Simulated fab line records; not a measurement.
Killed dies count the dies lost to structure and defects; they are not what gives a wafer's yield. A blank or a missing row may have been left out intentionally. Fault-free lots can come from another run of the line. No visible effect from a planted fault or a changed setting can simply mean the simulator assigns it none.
Chamber matching	flow sky130	4 sister chambers for SKY_LI_CONTACT_CMP_24 on cmp-02
The step polishes, stops on PSG, t overpolish 20 s, target thk 0 nm. 14 wafers are shown with their chamber, then 7 later ones without.

WAFERS, EACH WITH ITS CHAMBER
wafer	chamber	motor_current_A (A)	time_to_endpoint_s (s)	platen_rpm (rpm)
L170.3	2	9.3	97	60.03
L170.5	2	9.0	91	59.98
L170.6	1	10.9	93	60.07
L171.1	2	9.8	92	59.98
L171.2	3	12.2	99	60.00
L171.3	1	11.1	89	59.98
L172.1	1	10.7	95	59.96
L172.3	0	10.6	96	59.98
L172.6	0	10.3	96	59.94
L173.1	3	12.7	102	60.03
L173.2	1	10.5	89	60.02
L173.6	2	9.8	91	59.93
L177.1	0	10.3	98	59.96
L177.4	3	12.6	103	60.03

SIGNATURES (averages over the wafers above)
reading	chamber 0	chamber 1	chamber 2	chamber 3	scatter within a chamber
motor_current_A	10.400	10.800	9.475	12.500	0.295
time_to_endpoint_s	96.67	91.50	92.75	101.33	2.51
platen_rpm	59.9600	60.0075	59.9800	60.0200	0.0367
Rule: a wafer's distance from a chamber is the root of the sum, over the readings, of the square of ((its reading less the chamber's mean) divided by the reading's scatter). The wafer belongs to the nearest chamber; if the next one is less than 2 further off, it can't be placed. The scatter: the root of (the sum of the squares of (reading less its chamber's mean) over the shown wafers, divided by (wafers less chambers)).

WAFERS MISSING THEIR CHAMBER
wafer	motor_current_A (A)	time_to_endpoint_s (s)	platen_rpm (rpm)
L177.5	10.8	94	59.98
L186.2	11.0	92	60.01
L186.5	9.7	95	59.93
L186.6	12.2	105	59.99
L189.3	11.8	91	59.98
L189.4	12.5	105	60.01
L189.5	10.5	98	59.99

CHAMBER TAKEN BY EACH
wafer	from the rows above	in truth
L177.5	can't be placed: 1 or 0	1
L186.2	1	1
L186.5	can't be placed: 2 or 0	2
L186.6	3	3
L189.3	can't be placed: 1 or 3 or 0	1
L189.4	3	3
L189.5	can't be placed: 0 or 1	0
3 of 7 placed correctly. These rows do not allow placing 4 (true chamber among the candidates in 4). Wrongly placed: 0.
